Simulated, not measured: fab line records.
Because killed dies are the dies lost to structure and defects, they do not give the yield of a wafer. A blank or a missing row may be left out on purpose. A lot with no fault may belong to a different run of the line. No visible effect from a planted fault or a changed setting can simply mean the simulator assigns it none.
A sampling plan put to the test :: flow sky130 :: each of the 17 faults these records tell of, on one fab line, judged from the records of the lots it struck
The plan consists of the line's own looks: route steps at which the wafer is read by a gauge or an inspection but not changed. Where struck wafers have a number at a look and the file lists that look's usual mean and standard deviation on fault-free wafers, the look can be judged. Caught: 4 or more of those standard deviations (sigma) separate the usual mean from the mean of the struck wafers at a look after the fault's first step. On the tool: the fault's steps, tested the same way using the tool's own readings. Also counted as caught: the struck wafers showing another recipe, or a record that is empty for them alone.

== THE FAULTS, as the simulator had put them in ==
1. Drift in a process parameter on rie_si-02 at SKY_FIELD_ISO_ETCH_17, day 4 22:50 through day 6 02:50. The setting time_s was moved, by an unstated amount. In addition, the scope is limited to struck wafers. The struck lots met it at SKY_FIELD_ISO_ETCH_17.
2. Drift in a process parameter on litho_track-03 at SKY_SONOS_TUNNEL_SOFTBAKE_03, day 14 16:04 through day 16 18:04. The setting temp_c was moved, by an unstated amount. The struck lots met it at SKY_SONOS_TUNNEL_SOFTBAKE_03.
3. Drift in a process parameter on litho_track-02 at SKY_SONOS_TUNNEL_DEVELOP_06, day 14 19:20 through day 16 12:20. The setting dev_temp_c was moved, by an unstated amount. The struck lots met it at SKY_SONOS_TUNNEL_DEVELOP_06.
4. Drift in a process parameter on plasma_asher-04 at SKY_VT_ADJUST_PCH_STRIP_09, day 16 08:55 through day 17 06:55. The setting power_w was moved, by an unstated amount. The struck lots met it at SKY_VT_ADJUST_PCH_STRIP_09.
5. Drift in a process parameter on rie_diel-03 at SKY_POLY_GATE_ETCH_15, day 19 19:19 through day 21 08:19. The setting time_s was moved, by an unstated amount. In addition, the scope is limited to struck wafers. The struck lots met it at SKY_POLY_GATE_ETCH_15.
6. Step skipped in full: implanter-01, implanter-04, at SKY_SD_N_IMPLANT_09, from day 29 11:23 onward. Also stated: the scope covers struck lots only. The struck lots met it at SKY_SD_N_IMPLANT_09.
7. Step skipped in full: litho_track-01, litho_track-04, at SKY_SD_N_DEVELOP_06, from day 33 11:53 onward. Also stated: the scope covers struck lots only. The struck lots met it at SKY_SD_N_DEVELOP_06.
8. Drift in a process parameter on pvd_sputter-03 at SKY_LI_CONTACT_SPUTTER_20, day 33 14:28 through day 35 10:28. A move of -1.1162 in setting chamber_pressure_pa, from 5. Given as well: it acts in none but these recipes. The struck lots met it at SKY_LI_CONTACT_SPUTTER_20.
9. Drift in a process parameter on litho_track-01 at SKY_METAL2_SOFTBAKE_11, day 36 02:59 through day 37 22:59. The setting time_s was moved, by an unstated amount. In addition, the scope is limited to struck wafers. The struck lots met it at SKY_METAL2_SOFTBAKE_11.
10. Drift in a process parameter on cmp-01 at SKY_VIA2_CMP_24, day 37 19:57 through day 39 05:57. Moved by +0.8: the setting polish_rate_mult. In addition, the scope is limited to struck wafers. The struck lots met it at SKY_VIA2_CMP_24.
11. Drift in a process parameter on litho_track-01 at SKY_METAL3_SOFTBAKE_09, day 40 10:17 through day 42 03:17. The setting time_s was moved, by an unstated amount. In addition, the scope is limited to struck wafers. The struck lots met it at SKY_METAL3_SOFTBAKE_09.
12. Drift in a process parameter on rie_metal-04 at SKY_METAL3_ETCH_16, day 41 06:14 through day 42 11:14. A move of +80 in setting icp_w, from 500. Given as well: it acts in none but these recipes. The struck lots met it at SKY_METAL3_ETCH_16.
13. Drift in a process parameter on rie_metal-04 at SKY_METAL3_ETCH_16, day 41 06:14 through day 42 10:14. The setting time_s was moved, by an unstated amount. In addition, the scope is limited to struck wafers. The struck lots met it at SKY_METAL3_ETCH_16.
14. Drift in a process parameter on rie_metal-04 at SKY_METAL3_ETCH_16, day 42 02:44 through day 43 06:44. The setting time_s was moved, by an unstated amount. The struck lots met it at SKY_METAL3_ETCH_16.
15. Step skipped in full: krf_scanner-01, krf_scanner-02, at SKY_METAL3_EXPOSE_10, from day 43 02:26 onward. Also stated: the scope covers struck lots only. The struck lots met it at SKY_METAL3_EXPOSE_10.
16. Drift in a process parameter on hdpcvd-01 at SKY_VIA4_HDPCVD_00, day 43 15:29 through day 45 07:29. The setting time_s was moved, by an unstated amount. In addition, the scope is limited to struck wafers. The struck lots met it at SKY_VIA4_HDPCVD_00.
17. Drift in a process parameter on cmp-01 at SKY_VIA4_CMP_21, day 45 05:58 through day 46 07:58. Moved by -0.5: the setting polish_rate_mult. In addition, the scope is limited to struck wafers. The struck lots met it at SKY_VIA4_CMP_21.

== WHAT THE PLAN SAW ==
fault: 1
on the tool itself: run_length_s -27 sigma
first look that catches it: not the one look that can be judged after it
reading, sigma: -
median hours from its first step to that look: -
hours from the fault's start to the first struck lot there: -
judged looks passed uncaught: 1

fault: 2
on the tool itself: heater_power_total_W -19 sigma
first look that catches it: not the one look that can be judged after it
reading, sigma: -
median hours from its first step to that look: -
hours from the fault's start to the first struck lot there: -
judged looks passed uncaught: 1

fault: 3
on the tool itself: developer_temp_C +8.7 sigma
first look that catches it: no look after it can be judged
reading, sigma: -
median hours from its first step to that look: -
hours from the fault's start to the first struck lot there: -
judged looks passed uncaught: 0

fault: 4
on the tool itself: strip_time_to_endpoint_s -64 sigma
first look that catches it: not the one look that can be judged after it
reading, sigma: -
median hours from its first step to that look: -
hours from the fault's start to the first struck lot there: -
judged looks passed uncaught: 1

fault: 5
on the tool itself: run_length_s +8.6 sigma
first look that catches it: not the one look that can be judged after it
reading, sigma: -
median hours from its first step to that look: -
hours from the fault's start to the first struck lot there: -
judged looks passed uncaught: 1

fault: 6
on the tool itself: the tool's record is blank for the struck wafers
first look that catches it: SKY_SD_N_TW_MEAS_12
reading, sigma: SD_N_TW -86
median hours from its first step to that look: 0.4
hours from the fault's start to the first struck lot there: 1
judged looks passed uncaught: 0

fault: 7
on the tool itself: the tool's record is blank for the struck wafers
first look that catches it: no look after it can be judged
reading, sigma: -
median hours from its first step to that look: -
hours from the fault's start to the first struck lot there: -
judged looks passed uncaught: 0

fault: 8
on the tool itself: chamber_pressure_pa -99 or beyond sigma
first look that catches it: no look after it can be judged
reading, sigma: -
median hours from its first step to that look: -
hours from the fault's start to the first struck lot there: -
judged looks passed uncaught: 0

fault: 9
on the tool itself: run_length_s +15 sigma
first look that catches it: no look after it can be judged
reading, sigma: -
median hours from its first step to that look: -
hours from the fault's start to the first struck lot there: -
judged looks passed uncaught: 0

fault: 10
on the tool itself: time_to_endpoint_s -13 sigma
first look that catches it: no look after it can be judged
reading, sigma: -
median hours from its first step to that look: -
hours from the fault's start to the first struck lot there: -
judged looks passed uncaught: 0

fault: 11
on the tool itself: run_length_s -22 sigma
first look that catches it: no look after it can be judged
reading, sigma: -
median hours from its first step to that look: -
hours from the fault's start to the first struck lot there: -
judged looks passed uncaught: 0

fault: 12
on the tool itself: rf_fwd_power_W +43 sigma
first look that catches it: not the one look that can be judged after it
reading, sigma: -
median hours from its first step to that look: -
hours from the fault's start to the first struck lot there: -
judged looks passed uncaught: 1

fault: 13
on the tool itself: run_length_s +20 sigma
first look that catches it: not the one look that can be judged after it
reading, sigma: -
median hours from its first step to that look: -
hours from the fault's start to the first struck lot there: -
judged looks passed uncaught: 1

fault: 14
on the tool itself: run_length_s +28 sigma
first look that catches it: no look after it can be judged
reading, sigma: -
median hours from its first step to that look: -
hours from the fault's start to the first struck lot there: -
judged looks passed uncaught: 0

fault: 15
on the tool itself: no reading that can be judged
first look that catches it: no look after it can be judged
reading, sigma: -
median hours from its first step to that look: -
hours from the fault's start to the first struck lot there: -
judged looks passed uncaught: 0

fault: 16
on the tool itself: run_length_s +12 sigma
first look that catches it: no look after it can be judged
reading, sigma: -
median hours from its first step to that look: -
hours from the fault's start to the first struck lot there: -
judged looks passed uncaught: 0

fault: 17
on the tool itself: overpolish_run_s -99 or beyond sigma
first look that catches it: no look after it can be judged
reading, sigma: -
median hours from its first step to that look: -
hours from the fault's start to the first struck lot there: -
judged looks passed uncaught: 0
Dash: fault not caught, or number not given in these records.

Caught at a look: 1 of 17. Caught on the tool: 16 of 17. By one or the other: 16 of 17.
Caught on the tool alone: faults 1, 2, 3, 4, 5, 7, 8, 9, 10, 11, 12, 13, 14, 16, 17.
Caught by neither: fault 15.

== THINNER SAMPLING ==
In the worst case, this is how late the first struck lot would be measured if the look that catches a fault measured only every second or every third lot, by lot number:
fault: 6
struck lots at that look, in order of time: L125, L124, L127
every lot: 1 h
every second lot: 2 h
every third lot: may miss all 3
Hours are from the fault's start to the first struck lot that is measured. 4 sigma limit: tested on the pooled struck wafers, so a lone lot may be under it. Other struck lots may not be in these records.

== THE LONGEST TIMED WAY FROM STEP TO LOOK ==
For fault 6, SKY_SD_N_IMPLANT_09 and SKY_SD_N_TW_MEAS_12 are separated by a median of 0.4 hours. No look between them can be judged.
